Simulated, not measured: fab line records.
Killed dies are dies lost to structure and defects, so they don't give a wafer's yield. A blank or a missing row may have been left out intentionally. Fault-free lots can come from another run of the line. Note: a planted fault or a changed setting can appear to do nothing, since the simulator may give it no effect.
A lot that was struck, set against a sound lot + flow sky130 + 24 out of 708 route steps
Sound: the wafers L174.1, L174.4, L174.5. The struck wafers were L187.1, L187.3, L187.4. Last of all comes the cause.
For every step that has rows: the tool of each side, followed by ch and its chambers, followed by its first start. Under that, the readings that differ: sound wafers + struck wafers + difference of the means + sigmas: that difference in standard deviations of wafers without a fault.
alike: readings with means less than 2 such deviations apart, plus words and numbers identical on both sides. not compared: withheld readings, readings lacking a value on some wafer, bounds such as >300 that could conceal the same value, and numbers that have no deviation in the record and whose values overlap.
The two part at a step that has a row with sigmas, a row that says differs or no value, or rows on one side only. Numbers that have no deviation but don't overlap get no sigmas and don't part them. A reading that every wafer of one side lacks parts them only if that side has two wafers or more.

first, 6 steps without rows for these wafers: SKY_PWDE_HMDS_01 (prime time 60 s); SKY_PWDE_COAT_02 (resist thk 3000 nm); SKY_PWDE_SOFTBAKE_03; SKY_PWDE_EXPOSE_04 (exposes mask PWDEM, target cd 840 nm); SKY_PWDE_PEB_05; SKY_PWDE_DEVELOP_06 (develop time 60 s).
SKY_PWDE_OVL_MEAS_07:
  struck on overlay-01, day 6 19:16; sound on overlay-02, day 3 20:38
  alike: PWDE_OVL
after that, 1 step had no rows for these wafers: SKY_PWDE_IMPLANT_08.
SKY_PWDE_STRIP_09: strips in O2/N2.
  sound on plasmaAsher-04 ch 0,1, day 3 20:49; struck on plasmaAsher-01 ch 0,1, day 6 19:27
| reading                  | sound       | struck      | difference | sigmas |
|--------------------------|-------------|-------------|------------|--------|
| drypumpMotorCurrentA (A) | 6.2 6.2 5.9 | 5.0 5.0 5.5 | -0.9       | -2     |
  alike: oesProductAu, stripTimeToEndpointS
  not compared: rfHoursCounterH
SKY_PWDE_TW_MEAS_10:
  struck on filmMetro-04, day 6 19:33; sound on filmMetro-01, day 3 20:55
  alike: PWDE_TW
then, 2 steps without rows for these wafers: SKY_NWELL_DEHYDRATE_03 (time 60 s); SKY_NWELL_HMDS_04 (prime time 60 s).
SKY_NWELL_COAT_05: resist thk 3000 nm.
  sound on lithoTrack-03 ch 0, day 4 04:43; struck on lithoTrack-03 ch 0, day 7 05:22
| reading                                | sound             | struck            | difference | sigmas |
|----------------------------------------|-------------------|-------------------|------------|--------|
| resistLineTempC (C)                    | 22.79 22.80 22.95 | 23.14 23.04 23.13 | +0.26      | +3     |
| model.coat_of_NWELL_COAT_05.thkNm (nm) | 3002 3005 2998    | 1228 1231 1225    | -1774      |        |
then, 3 steps without rows for these wafers: SKY_NWELL_SOFTBAKE_06; SKY_NWELL_EXPOSE_07 (exposes mask NWM, target cd 840 nm); SKY_NWELL_PEB_08.
SKY_NWELL_DEVELOP_09: develop time 60 s.
  sound on lithoTrack-01 ch 0; struck on lithoTrack-01 ch 0
| reading                                | sound          | struck         | difference | sigmas |
|----------------------------------------|----------------|----------------|------------|--------|
| model.coat_of_NWELL_COAT_05.thkNm (nm) | 2998 3001 2994 | 1224 1227 1221 | -1774      |        |
  alike: resistLineTempC
SKY_NWELL_OVL_MEAS_10:
  struck on overlay-02, day 7 16:06; sound on overlay-02, day 4 13:22
  alike: NWELL_00_OVL
then, 3 steps without rows for these wafers: SKY_NWELL_IMPLANT_11; SKY_NWELL_IMPLANT_12; SKY_NWELL_IMPLANT_13.
SKY_NWELL_STRIP_14: strips in O2/N2.
  sound on plasmaAsher-03 ch 0,1, day 4 13:50; struck on plasmaAsher-01 ch 0,1, day 7 16:35
| reading                  | sound             | struck            | difference | sigmas      |
|--------------------------|-------------------|-------------------|------------|-------------|
| stripTimeToEndpointS (s) | 36.94 36.99 36.89 | 16.22 16.28 16.20 | -20.71     | -99 or more |
  alike: drypumpMotorCurrentA, oesProductAu
  not compared: rfHoursCounterH
SKY_NWELL_TW_MEAS_15:
  struck on filmMetro-04, day 7 16:41; sound on filmMetro-01, day 4 13:56
  alike: NWELL_TW
-- the record jumps here: 42 days lie between the struck wafers' starts before and after (it left off in module NWELL and takes up again in module PAD_OPEN, whose first step shown is number 708 of the route) --
SKY_PAD_OPEN_PROBE_99:
  struck on prober-02, day 49 06:37; sound on prober-01, day 45 16:36
| reading                                | sound                         | struck                       | difference | sigmas |
|----------------------------------------|-------------------------------|------------------------------|------------|--------|
| model.etest.pfet_16v.rOnOhmUm          | 1.476e+04 1.478e+04 1.479e+04 | 1.644e+04 1.6e+04 1.626e+04  | +1.457e+03 |        |
| model.etest.nfet_16v.rOnOhmUm          | 1.403e+04 1.41e+04 1.406e+04  | 1.334e+04 1.32e+04 1.329e+04 | -7.867e+02 |        |
| model.etest.resNwell.lineOhmUm         | 1071 1048 1070                | 971.4 949.4 977.3            | -97.0      |        |
| model.etest.resNwell.widthNm (nm)      | 837.9 833.8 836.8             | 1004 994.2 997.1             | +162       |        |
| model.etest.resIsoPwell.widthNm (nm)   | 2645 2639 2642                | 2556 2555 2550               | -88        |        |
| model.etest.pfet_16v.driveUaUm         | 252.1 254.1 250.6             | 217.4 223.6 222.1            | -31.2      |        |
| model.etest.nfet_16v.driveUaUm         | 219.5 221.1 221.7             | 228.9 228.8 229.3            | +8.2       |        |
| model.etest.isoNwellNwell.leakLog10AUm | -12.99 -12.98 -13.15          | -12.5 -12.34 -12.54          | +0.6       |        |
  alike: killed_at_M0_to_M3, killed_at_M4_up, killedAtContacts, killedAtFrontEnd, killedAtOther, killedDies, killedOpen, killedShort

== WHERE THEY PART ==
Earliest at SKY_PWDE_STRIP_09; latest, in this record, at SKY_NWELL_STRIP_14. Later steps at which nothing parts them and some readings are alike: SKY_NWELL_TW_MEAS_15, SKY_PAD_OPEN_PROBE_99.

WHY: what had been put in by the simulator
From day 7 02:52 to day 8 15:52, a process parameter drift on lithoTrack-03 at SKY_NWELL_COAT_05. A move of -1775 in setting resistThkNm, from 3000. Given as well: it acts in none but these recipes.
